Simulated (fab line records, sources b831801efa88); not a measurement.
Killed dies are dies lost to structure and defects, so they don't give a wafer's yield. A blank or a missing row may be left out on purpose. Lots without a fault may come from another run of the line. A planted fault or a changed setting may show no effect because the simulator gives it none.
A struck lot beside a sound one | flow sky130 | 15 steps out of a route of 708
Sound: wafers L109.2, L109.3, L109.6. Struck: wafers L127.2, L127.4. (L127.3 of the same lot was not struck and is left out.) The cause comes at the end.
At each step with rows: each side's tool, then ch and its chambers, then its first start. Under that, the readings that differ: sound wafers | struck wafers | difference of the means | sigmas: that difference in standard deviations of wafers without a fault.
alike: readings whose means differ by less than 2 such deviations, and words and numbers that are the same on both sides. not compared: withheld readings, readings that some wafer has no value for, bounds like >300 that may hide the same value, and numbers for which the record gives no deviation and whose values overlap.
The two part at a step that has a row with sigmas, a row that says differs or no value, or rows on one side only. Numbers that don't overlap but have no deviation are shown without sigmas and don't part them. A reading that every wafer of one side lacks parts them only if that side has two wafers or more.

SKY_METAL5_SPUTTER_03: material Ti, target thk 5 nm, time 3.3 s.
  sound on pvd_sputter-01, day 43 03:34; struck on pvd_sputter-04, day 48 03:51
  alike: throttle_valve_pct
SKY_METAL5_SPUTTER_04: material TiN, target thk 70 nm, time 58.3 s.
  sound on pvd_sputter-01, day 43 03:35; struck on pvd_sputter-04, day 48 03:52
  alike: throttle_valve_pct
SKY_METAL5_RS_MEAS_05: measures by four-point-probe.
  sound on film_metro-01, day 43 03:39; struck on film_metro-01, day 48 03:56
  alike: METAL5_ALCU_RS
SKY_METAL5_THK_MEAS_06: measures by xrf.
  sound on film_metro-01, day 43 03:46; struck on film_metro-01, day 48 04:03
  alike: METAL5_ALCU_THK
then, 7 steps without rows for these wafers: SKY_METAL5_DEHYDRATE_07 (time 60 s); SKY_METAL5_HMDS_08 (prime time 60 s); SKY_METAL5_COAT_09 (resist thk 1800 nm); SKY_METAL5_SOFTBAKE_10 (time 60 s); SKY_METAL5_EXPOSE_11 (exposes mask MM5, target cd 1600 nm); SKY_METAL5_PEB_12; SKY_METAL5_DEVELOP_13 (develop time 60 s).
SKY_METAL5_DESCUM_14: chemistry O2, time 11 s.
  sound on rie_metal-02 ch 1, day 44 02:20; struck on rie_metal-04 ch 1, day 48 21:38
  alike: drypump_motor_current_A, oes_product_au
  not compared: rf_hours_counter_h
SKY_METAL5_METAL_ETCH_15: etches the open film in Cl2/BCl3, stops on SiO2, target depth 1260 nm, time 252 s.
  sound on rie_metal-02 ch 1, day 44 02:22; struck on rie_metal-04 ch 1, day 48 21:40
  reading                                     | sound             | struck      | difference | sigmas
  oes_product_au (a.u.)                       | 0.908 0.895 0.894 | 0.728 0.720 | -0.175     | -35
  model.METAL5.feature_depth_nm (nm)          | 1267 1263 1264    | 844.4 845.2 | -419.9     |
  model.etch.depth_nm (nm)                    | 1267 1263 1264    | 844.4 845.2 | -419.9     |
  model.NOVOLAK_of_METAL5_COAT_09.thk_nm (nm) | 1045 1037 1045    | 1372 1367   | +327       |
  alike: drypump_motor_current_A, throttle_valve_pct
  not compared: rf_hours_counter_h
SKY_METAL5_STRIP_16: strips in O2/N2.
  sound on plasma_asher-01 ch 0,1, day 44 02:36; struck on plasma_asher-03 ch 1, day 48 21:54
  reading                      | sound             | struck      | difference | sigmas
  strip_time_to_endpoint_s (s) | 13.19 13.09 13.21 | 16.87 16.82 | +3.68      | +31
  alike: drypump_motor_current_A, o2_flow_sccm, oes_product_au
  not compared: rf_hours_counter_h
then, 1 step without rows for these wafers: SKY_METAL5_STRIP_17 (strips in post etch residue remover, time 1200 s).

WHERE THEY PART
First at SKY_METAL5_METAL_ETCH_15; last, within this record, at SKY_METAL5_STRIP_16.

WHY: what the simulator had put in
Process parameter drift: rie_metal-04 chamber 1, from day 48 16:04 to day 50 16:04, at SKY_METAL5_METAL_ETCH_15. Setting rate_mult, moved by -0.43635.
